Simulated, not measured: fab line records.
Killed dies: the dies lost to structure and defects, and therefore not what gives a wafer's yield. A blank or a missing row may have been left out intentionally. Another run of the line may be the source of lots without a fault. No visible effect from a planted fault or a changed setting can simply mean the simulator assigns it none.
Which of the tools did it?	flow gf180mcu	24 lots, 72 wafers sampled, at 6 steps of a route of 602

## WHAT THE GAUGES READ, wafer by wafer
GF_V5_BOW_MEAS_05.
lot	measured	on	V5_BOW (um)
L074	day 26 13:48	filmMetro-03	132 132 128
L075	day 26 20:49	filmMetro-03	149 136 162
L076	day 27 01:23	filmMetro-02	146 145 130
L077	day 27 12:40	filmMetro-03	122 128 125
L078	day 27 21:04	filmMetro-04	164 147 149
L079	day 28 10:49	filmMetro-03	112 134 134
L080	day 28 13:36	filmMetro-03	137 140 138
L081	day 28 18:11	filmMetro-03	137 141 146
L082	day 29 01:07	filmMetro-03	144 145 148
L083	day 29 08:45	filmMetro-03	141 149 146
L084	day 29 20:08	filmMetro-03	153 138 139
L085	day 30 03:03	filmMetro-03	140 155 136
L086	day 30 09:25	filmMetro-02	135 141 114
L087	day 30 17:19	filmMetro-04	138 153 155
L088	day 31 01:41	filmMetro-02	129 134 123
L089	day 31 03:18	filmMetro-04	122 118 122
L090	day 31 07:16	filmMetro-03	141 132 151
L091	day 31 18:39	filmMetro-03	140 136 131
L092	day 32 00:22	filmMetro-04	125 133 129
L093	day 32 03:21	filmMetro-04	133 137 136
L094	day 32 10:49	filmMetro-02	152 140 148
L095	day 32 15:23	filmMetro-04	159 144 151
L096	day 32 18:46	filmMetro-03	130 121 126
L097	day 33 06:37	filmMetro-03	148 157 150

## WHAT TOOL EACH LOT RAN ON (gives the tool, then ch and the chambers of the sampled wafers, and finally the start)
lot	GF_M4_SPUTTER_01	GF_M4_SPUTTER_04	GF_V4_SPUTTER_21	GF_MIM_SPUTTER_07	GF_MIM_METAL_ETCH_19
L074	pvdSputter-02, day 22 16:04	pvdSputter-02, day 22 16:09	pvdSputter-04, day 24 16:15	pvdSputter-03, day 24 17:22	rieMetal-02 ch 1, day 25 15:02
L075	pvdSputter-04, day 22 23:08	pvdSputter-04, day 22 23:13	pvdSputter-01, day 24 23:04	pvdSputter-02, day 25 00:04	rieMetal-01 ch 0, day 25 21:43
L076	pvdSputter-04, day 23 06:35	pvdSputter-04, day 23 06:40	pvdSputter-02, day 25 05:31	pvdSputter-02, day 25 06:32	rieMetal-03 ch 0,1, day 26 03:13
L077	pvdSputter-04, day 23 17:35	pvdSputter-04, day 23 17:41	pvdSputter-04, day 25 16:01	pvdSputter-03, day 25 17:01	rieMetal-02 ch 0,1, day 26 13:56
L078	pvdSputter-03, day 24 02:31	pvdSputter-03, day 24 02:35	pvdSputter-01, day 26 01:07	pvdSputter-02, day 26 02:07	rieMetal-01 ch 0,1, day 26 22:53
L079	pvdSputter-03, day 24 13:08	pvdSputter-03, day 24 13:13	pvdSputter-01, day 26 10:23	pvdSputter-01, day 26 11:35	rieMetal-03 ch 0,1, day 27 07:32
L080	pvdSputter-02, day 24 19:00	pvdSputter-02, day 24 19:05	pvdSputter-02, day 26 15:34	pvdSputter-02, day 26 16:34	rieMetal-03 ch 0,1, day 27 13:35
L081	pvdSputter-04, day 25 05:38	pvdSputter-04, day 25 05:44	pvdSputter-01, day 27 01:35	pvdSputter-03, day 27 02:35	rieMetal-02 ch 0,1, day 27 22:50
L082	pvdSputter-02, day 25 12:06	pvdSputter-02, day 25 12:11	pvdSputter-01, day 27 07:44	pvdSputter-01, day 27 08:45	rieMetal-02 ch 0,1, day 28 04:38
L083	pvdSputter-02, day 25 20:08	pvdSputter-02, day 25 20:14	pvdSputter-04, day 27 15:10	pvdSputter-03, day 27 16:12	rieMetal-01 ch 1, day 28 12:35
L084	pvdSputter-02, day 26 08:09	pvdSputter-02, day 26 08:14	pvdSputter-04, day 28 04:01	pvdSputter-01, day 28 05:01	rieMetal-03 ch 0, day 28 23:32
L085	pvdSputter-04, day 26 12:33	pvdSputter-04, day 26 12:38	pvdSputter-04, day 28 11:08	pvdSputter-03, day 28 12:08	rieMetal-03 ch 0, day 29 06:20
L086	pvdSputter-02, day 26 22:34	pvdSputter-02, day 26 22:38	pvdSputter-04, day 28 16:22	pvdSputter-01, day 28 17:22	rieMetal-01 ch 0, day 29 12:02
L087	pvdSputter-03, day 27 07:21	pvdSputter-03, day 27 07:26	pvdSputter-04, day 29 01:11	pvdSputter-02, day 29 02:12	rieMetal-03 ch 0,1, day 29 21:02
L088	pvdSputter-03, day 27 15:01	pvdSputter-03, day 27 15:05	pvdSputter-01, day 29 10:23	pvdSputter-01, day 29 11:23	rieMetal-02 ch 0,1, day 30 05:50
L089	pvdSputter-04, day 27 17:34	pvdSputter-04, day 27 17:38	pvdSputter-04, day 29 10:45	pvdSputter-02, day 29 12:00	rieMetal-01 ch 0, day 30 06:36
L090	pvdSputter-03, day 28 01:11	pvdSputter-03, day 28 01:16	pvdSputter-04, day 29 16:34	pvdSputter-02, day 29 17:35	rieMetal-02 ch 0,1, day 30 11:44
L091	pvdSputter-03, day 28 12:44	pvdSputter-03, day 28 12:49	pvdSputter-01, day 30 03:56	pvdSputter-01, day 30 04:56	rieMetal-02 ch 0,1, day 30 22:50
L092	pvdSputter-03, day 28 18:32	pvdSputter-03, day 28 18:37	pvdSputter-04, day 30 10:29	pvdSputter-03, day 30 11:29	rieMetal-01 ch 0,1, day 31 05:13
L093	pvdSputter-04, day 28 19:32	pvdSputter-04, day 28 19:38	pvdSputter-01, day 30 12:07	pvdSputter-01, day 30 13:07	rieMetal-02 ch 0,1, day 31 07:02
L094	pvdSputter-02, day 29 06:32	pvdSputter-02, day 29 06:37	pvdSputter-01, day 30 21:53	pvdSputter-01, day 30 23:01	rieMetal-03 ch 0,1, day 31 16:20
L095	pvdSputter-02, day 29 11:28	pvdSputter-02, day 29 11:33	pvdSputter-01, day 31 02:49	pvdSputter-03, day 31 03:49	rieMetal-02 ch 0,1, day 31 21:14
L096	pvdSputter-03, day 29 15:09	pvdSputter-03, day 29 15:14	pvdSputter-01, day 31 05:23	pvdSputter-03, day 31 06:24	rieMetal-01 ch 0,1, day 31 23:56
L097	pvdSputter-02, day 30 05:05	pvdSputter-02, day 30 05:10	pvdSputter-02, day 31 19:04	pvdSputter-02, day 31 20:04	rieMetal-01 ch 1, day 32 12:35
- GF_M4_SPUTTER_01: material TiN, target thk 30 nm, time 25 s.
- GF_M4_SPUTTER_04: material TiN, target thk 50 nm, time 41.7 s.
- GF_V4_SPUTTER_21: material Ti, target thk 15 nm, time 80.02 s.
- GF_MIM_SPUTTER_07: material TiN, target thk 60 nm, time 50 s.
- GF_MIM_METAL_ETCH_19: etches the open film in Cl2/BCl3, stops on Si3N4, target depth 324.5 nm, time 54.1 s.

## AS READ BY THE TOOLS THEMSELVES (means over the sampled wafers that have a number; for cases with no such wafer, the mark the record gives instead)
GF_M4_SPUTTER_01.
lot	tool	throttleValvePct (%)
L074	pvdSputter-02	30.1
L075	pvdSputter-04	29.3
L076	pvdSputter-04	30.1
L077	pvdSputter-04	29.4
L078	pvdSputter-03	29.7
L079	pvdSputter-03	29.5
L080	pvdSputter-02	29.6
L081	pvdSputter-04	29.8
L082	pvdSputter-02	30.2
L083	pvdSputter-02	30.3
L084	pvdSputter-02	29.7
L085	pvdSputter-04	29.5
L086	pvdSputter-02	30.3
L087	pvdSputter-03	29.2
L088	pvdSputter-03	29.4
L089	pvdSputter-04	29.7
L090	pvdSputter-03	29.7
L091	pvdSputter-03	30.1
L092	pvdSputter-03	29.6
L093	pvdSputter-04	29.7
L094	pvdSputter-02	29.8
L095	pvdSputter-02	29.6
L096	pvdSputter-03	29.8
L097	pvdSputter-02	30.0

GF_M4_SPUTTER_04.
lot	tool	throttleValvePct (%)
L074	pvdSputter-02	30.1
L075	pvdSputter-04	29.2
L076	pvdSputter-04	30.2
L077	pvdSputter-04	29.4
L078	pvdSputter-03	29.7
L079	pvdSputter-03	29.3
L080	pvdSputter-02	29.6
L081	pvdSputter-04	29.9
L082	pvdSputter-02	30.1
L083	pvdSputter-02	30.5
L084	pvdSputter-02	29.5
L085	pvdSputter-04	29.4
L086	pvdSputter-02	30.2
L087	pvdSputter-03	29.3
L088	pvdSputter-03	29.4
L089	pvdSputter-04	29.6
L090	pvdSputter-03	29.4
L091	pvdSputter-03	30.0
L092	pvdSputter-03	29.6
L093	pvdSputter-04	29.7
L094	pvdSputter-02	29.7
L095	pvdSputter-02	29.8
L096	pvdSputter-03	29.8
L097	pvdSputter-02	30.1

GF_V4_SPUTTER_21.
lot	tool	throttleValvePct (%)
L074	pvdSputter-04	29.7
L075	pvdSputter-01	29.7
L076	pvdSputter-02	29.4
L077	pvdSputter-04	29.6
L078	pvdSputter-01	28.8
L079	pvdSputter-01	29.0
L080	pvdSputter-02	29.8
L081	pvdSputter-01	29.1
L082	pvdSputter-01	29.7
L083	pvdSputter-04	29.4
L084	pvdSputter-04	29.8
L085	pvdSputter-04	29.6
L086	pvdSputter-04	29.7
L087	pvdSputter-04	29.9
L088	pvdSputter-01	29.1
L089	pvdSputter-04	29.7
L090	pvdSputter-04	30.0
L091	pvdSputter-01	29.0
L092	pvdSputter-04	29.3
L093	pvdSputter-01	29.8
L094	pvdSputter-01	28.9
L095	pvdSputter-01	29.1
L096	pvdSputter-01	29.0
L097	pvdSputter-02	30.2

GF_MIM_SPUTTER_07.
lot	tool	throttleValvePct (%)
L074	pvdSputter-03	29.3
L075	pvdSputter-02	29.9
L076	pvdSputter-02	30.3
L077	pvdSputter-03	29.8
L078	pvdSputter-02	30.3
L079	pvdSputter-01	29.0
L080	pvdSputter-02	30.1
L081	pvdSputter-03	29.5
L082	pvdSputter-01	30.5
L083	pvdSputter-03	30.1
L084	pvdSputter-01	28.8
L085	pvdSputter-03	29.8
L086	pvdSputter-01	29.9
L087	pvdSputter-02	30.3
L088	pvdSputter-01	29.0
L089	pvdSputter-02	29.6
L090	pvdSputter-02	29.9
L091	pvdSputter-01	29.7
L092	pvdSputter-03	29.9
L093	pvdSputter-01	29.9
L094	pvdSputter-01	28.8
L095	pvdSputter-03	29.9
L096	pvdSputter-03	29.4
L097	pvdSputter-02	30.4

GF_MIM_METAL_ETCH_19.
lot	tool	chamberPressureMTorr (mTorr)	drypumpMotorCurrentA (A)	oesProductAu (a.u.)	throttleValvePct (%)
L074	rieMetal-02	8.004	5.1	0.943	28.284
L075	rieMetal-01	8.002	6.0	0.942	28.288
L076	rieMetal-03	8.007	5.7	0.938	28.293
L077	rieMetal-02	8.001	5.4	0.950	28.279
L078	rieMetal-01	8.004	6.0	0.934	28.281
L079	rieMetal-03	8.004	5.5	0.939	28.284
L080	rieMetal-03	8.001	5.5	0.938	28.292
L081	rieMetal-02	8.004	5.8	0.949	28.285
L082	rieMetal-02	7.987	5.4	0.932	28.289
L083	rieMetal-01	7.999	6.1	0.941	28.290
L084	rieMetal-03	7.994	5.8	0.937	28.288
L085	rieMetal-03	8.006	5.9	0.955	28.279
L086	rieMetal-01	7.999	5.9	0.942	28.285
L087	rieMetal-03	7.994	5.5	0.944	28.278
L088	rieMetal-02	7.996	5.4	0.934	28.293
L089	rieMetal-01	7.996	5.9	0.945	28.279
L090	rieMetal-02	8.009	5.8	0.928	28.293
L091	rieMetal-02	8.002	5.8	0.932	28.288
L092	rieMetal-01	7.999	6.1	0.944	28.275
L093	rieMetal-02	8.002	5.4	0.937	28.294
L094	rieMetal-03	8.002	5.5	0.937	28.282
L095	rieMetal-02	8.002	5.8	0.946	28.282
L096	rieMetal-01	8.002	6.1	0.953	28.270
L097	rieMetal-01	7.993	6.2	0.943	28.286

## THE ANSWER, worked out from the rows above alone
Rule: the lots themselves supply what counts as usual. Put in order of their means at a reading, lots are off if they are a third of the lots or fewer, leave a main group of 4 or more, and stand apart from it by a gap of 3 or more times the standard deviation of the main group's means; of several such gaps the widest counts. A main group is skipped when, at the precision printed for the reading in the tables above, its means are all equal. Also off: a lot with no number at a reading for which 4 or more lots have one. Where the step has rows for the other lots, those lots are counted as sound. After the gauges, taken in route order, come the tools' own readings; for these a lot's mean is taken, as printed above. At the first step where some lot is off, the reading lying furthest off is the one used; lots without a number count as furthest.
No lot is off at any reading shown: from this, nothing can be told.

## WHAT THE SIMULATOR HAD PUT IN
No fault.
